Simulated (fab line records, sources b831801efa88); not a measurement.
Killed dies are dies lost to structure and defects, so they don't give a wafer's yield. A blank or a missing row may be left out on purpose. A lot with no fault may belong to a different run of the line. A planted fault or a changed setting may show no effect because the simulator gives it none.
Matching of chambers | flow gf180mcu | GF_V3_ETCH_16 on rie diel-03 has 4 sister chambers
The step etches BARC in N2/H2. 22 wafers are shown with their chamber, then 11 later ones without.

WAFERS PAIRED WITH THEIR CHAMBERS
wafer  | chamber | drypump motor current A (A) | throttle valve pct (%) | oes product au (a.u.)
L074.2 | 1       | 5.7                         | 13.222                 | 0.850
L074.4 | 0       | 5.5                         | 13.223                 | 0.860
L074.6 | 2       | 6.1                         | 13.225                 | 0.854
L076.1 | 0       | 5.5                         | 13.214                 | 0.853
L076.4 | 1       | 5.7                         | 13.233                 | 0.855
L076.5 | 0       | 5.5                         | 13.232                 | 0.853
L079.1 | 0       | 5.4                         | 13.218                 | 0.853
L079.3 | 3       | 5.6                         | 13.229                 | 0.852
L079.6 | 3       | 5.6                         | 13.229                 | 0.855
L082.1 | 2       | 6.0                         | 13.215                 | 0.858
L082.4 | 0       | 5.5                         | 13.220                 | 0.855
L082.6 | 2       | 6.1                         | 13.211                 | 0.836
L085.2 | 2       | 6.1                         | 13.224                 | 0.859
L085.4 | 3       | 5.5                         | 13.215                 | 0.846
L085.6 | 3       | 5.5                         | 13.237                 | 0.868
L087.3 | 3       | 5.5                         | 13.229                 | 0.856
L087.4 | 0       | 5.5                         | 13.220                 | 0.855
L087.6 | 2       | 6.1                         | 13.232                 | 0.863
L091.2 | 1       | 5.7                         | 13.216                 | 0.853
L091.4 | 3       | 5.6                         | 13.230                 | 0.858
L091.6 | 3       | 5.6                         | 13.207                 | 0.846
L092.1 | 3       | 5.5                         | 13.227                 | 0.856

SIGNATURES (means of the wafers above)
reading                 | chamber 0 | chamber 1 | chamber 2 | chamber 3 | scatter within a chamber
drypump motor current A | 5.483     | 5.700     | 6.080     | 5.550     | 0.0449
throttle valve pct      | 13.22117  | 13.22367  | 13.22140  | 13.22537  | 0.00836
oes product au          | 0.85483   | 0.85267   | 0.85400   | 0.85462   | 0.00685
Rule: for each reading, subtract the chamber's mean from the wafer's reading, divide by that reading's scatter and square the result; add these up over the readings and take the root, which gives the wafer's distance from the chamber. If the next closest chamber is less than 2 further off than the closest, the wafer can't be placed; otherwise it belongs to the closest. How the scatter is found: for the shown wafers, subtract from each reading the mean of its chamber, square and add these, divide the total by (wafers less chambers), then take the root.

WAFERS WHOSE CHAMBER IS MISSING
wafer  | drypump motor current A (A) | throttle valve pct (%) | oes product au (a.u.)
L092.2 | 5.5                         | 13.246                 | 0.863
L092.4 | 6.1                         | 13.206                 | 0.854
L093.1 | 5.7                         | 13.220                 | 0.859
L093.3 | 6.1                         | 13.222                 | 0.858
L093.4 | 5.5                         | 13.226                 | 0.857
L094.1 | 6.1                         | 13.223                 | 0.858
L094.3 | 5.7                         | 13.225                 | 0.864
L094.6 | 5.7                         | 13.237                 | 0.855
L095.1 | 5.7                         | 13.226                 | 0.853
L095.2 | 6.0                         | 13.235                 | 0.857
L095.3 | 5.6                         | 13.226                 | 0.859

CHAMBER TAKEN BY EACH
wafer  | from the rows above          | in truth
L092.2 | can't be placed: 3 or 0      | 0
L092.4 | 2                            | 2
L093.1 | 1                            | 1
L093.3 | 2                            | 2
L093.4 | can't be placed: 0 or 3      | 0
L094.1 | 2                            | 2
L094.3 | can't be placed: 1 or 3      | 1
L094.6 | can't be placed: 1 or 3      | 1
L095.1 | 1                            | 1
L095.2 | 2                            | 2
L095.3 | can't be placed: 3 or 1 or 0 | 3
Placed correctly: 6 of 11. From these rows, 5 cannot be placed; in 5 the true chamber is one of the candidates. Placed wrongly: 0.
